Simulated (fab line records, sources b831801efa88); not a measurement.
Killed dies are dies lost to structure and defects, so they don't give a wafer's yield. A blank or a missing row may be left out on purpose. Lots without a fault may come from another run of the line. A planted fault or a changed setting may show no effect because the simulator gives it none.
Chamber matching | flow sky130 | SKY_VIA4_CMP_02 on cmp-01: 4 sister chambers
The step polishes SiO2. 16 wafers are shown with their chamber, then 8 later ones without.

WAFERS WITH THEIR CHAMBER
wafer  | chamber | motor_current_A (A)
L346.1 | 1       | 11.2
L346.4 | 2       | 12.8
L346.6 | 0       | 12.2
L348.1 | 1       | 11.3
L348.4 | 0       | 12.8
L348.6 | 3       | 12.4
L350.1 | 3       | 11.5
L350.4 | 2       | 12.8
L350.5 | 1       | 11.3
L353.2 | 0       | 12.6
L353.4 | 1       | 10.8
L353.6 | 1       | 11.0
L362.2 | 0       | 12.4
L362.3 | 3       | 12.1
L362.5 | 2       | 12.0
L363.1 | 1       | 10.8

SIGNATURES (means of the wafers above)
reading         | chamber 0 | chamber 1 | chamber 2 | chamber 3 | scatter within a chamber
motor_current_A | 12.500    | 11.067    | 12.533    | 12.000    | 0.332
Rule: a wafer's distance from a chamber is the root of the sum, over the readings, of the square of ((its reading less the chamber's mean) divided by the reading's scatter). The wafer belongs to the nearest chamber; if the next one is less than 2 further off, it can't be placed. The scatter: the root of (the sum of the squares of (reading less its chamber's mean) over the shown wafers, divided by (wafers less chambers)).

WAFERS WITHOUT THEIR CHAMBER
wafer  | motor_current_A (A)
L363.4 | 13.1
L363.5 | 12.4
L364.2 | 12.7
L364.4 | 10.7
L364.5 | 12.0
L365.1 | 12.1
L365.2 | 12.6
L365.3 | 12.5

WHICH CHAMBER EACH WENT THROUGH
wafer  | from the rows above          | in truth
L363.4 | can't be placed: 2 or 0 or 3 | 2
L363.5 | can't be placed: 0 or 2 or 3 | 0
L364.2 | can't be placed: 2 or 0 or 3 | 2
L364.4 | 1                            | 1
L364.5 | can't be placed: 3 or 0 or 2 | 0
L365.1 | can't be placed: 3 or 0 or 2 | 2
L365.2 | can't be placed: 2 or 0 or 3 | 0
L365.3 | can't be placed: 0 or 2 or 3 | 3
Placed correctly: 1 of 8. Can't be placed from these rows: 7 (the true chamber is among the candidates in 7). Placed wrongly: 0.
